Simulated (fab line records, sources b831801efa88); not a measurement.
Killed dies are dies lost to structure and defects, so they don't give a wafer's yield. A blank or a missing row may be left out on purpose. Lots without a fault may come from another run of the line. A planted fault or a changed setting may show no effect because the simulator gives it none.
Chamber matching | flow gf180mcu | GF_V5_CVD_02 on pecvd-01: 3 sister chambers
The step deposits SiO2 from TEOS, target thk 1450 nm, time 163.28 s. 3 wafers are shown with their chamber, then 12 later ones without.

WAFERS WITH THEIR CHAMBER
wafer  | chamber | heater_power_w (W)
L085.6 | 2       | 758
L087.4 | 1       | 596
L087.5 | 0       | 570

WAFERS WITHOUT THEIR CHAMBER
wafer  | heater_power_w (W)
L089.3 | 746
L089.5 | 710
L089.6 | 602
L092.3 | 797
L092.4 | 630
L092.5 | 689
L094.1 | 690
L094.4 | 572
L094.6 | 596
L095.1 | 635
L095.2 | 684
L095.6 | 710

WHICH CHAMBER EACH WENT THROUGH
wafer  | from the rows above          | in truth
L089.3 | 2                            | 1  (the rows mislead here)
L089.5 | can't be placed: 2 or 1      | 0
L089.6 | can't be placed: 1 or 0      | 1
L092.3 | 2                            | 2
L092.4 | can't be placed: 1 or 0      | 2
L092.5 | can't be placed: 2 or 1 or 0 | 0
L094.1 | can't be placed: 2 or 1 or 0 | 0
L094.4 | can't be placed: 0 or 1      | 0
L094.6 | can't be placed: 1 or 0      | 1
L095.1 | can't be placed: 1 or 0 or 2 | 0
L095.2 | can't be placed: 2 or 1 or 0 | 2
L095.6 | can't be placed: 2 or 1      | 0
Placed correctly: 1 of 12. Can't be placed from these rows: 10 (the true chamber is among the candidates in 7). Placed wrongly: 1.
How it was worked out, from the rows above alone: a wafer's distance from a chamber is the root of the sum, over the readings, of the square of ((its reading less the chamber's mean) divided by the reading's scatter). The wafer belongs to the nearest chamber; if the next one is less than 2 further off, it can't be placed. A chamber's mean is the mean of its shown wafers. The scatter: with one shown wafer a chamber, the root of the mean of the squares of how far each hidden wafer lies from its nearest shown one.
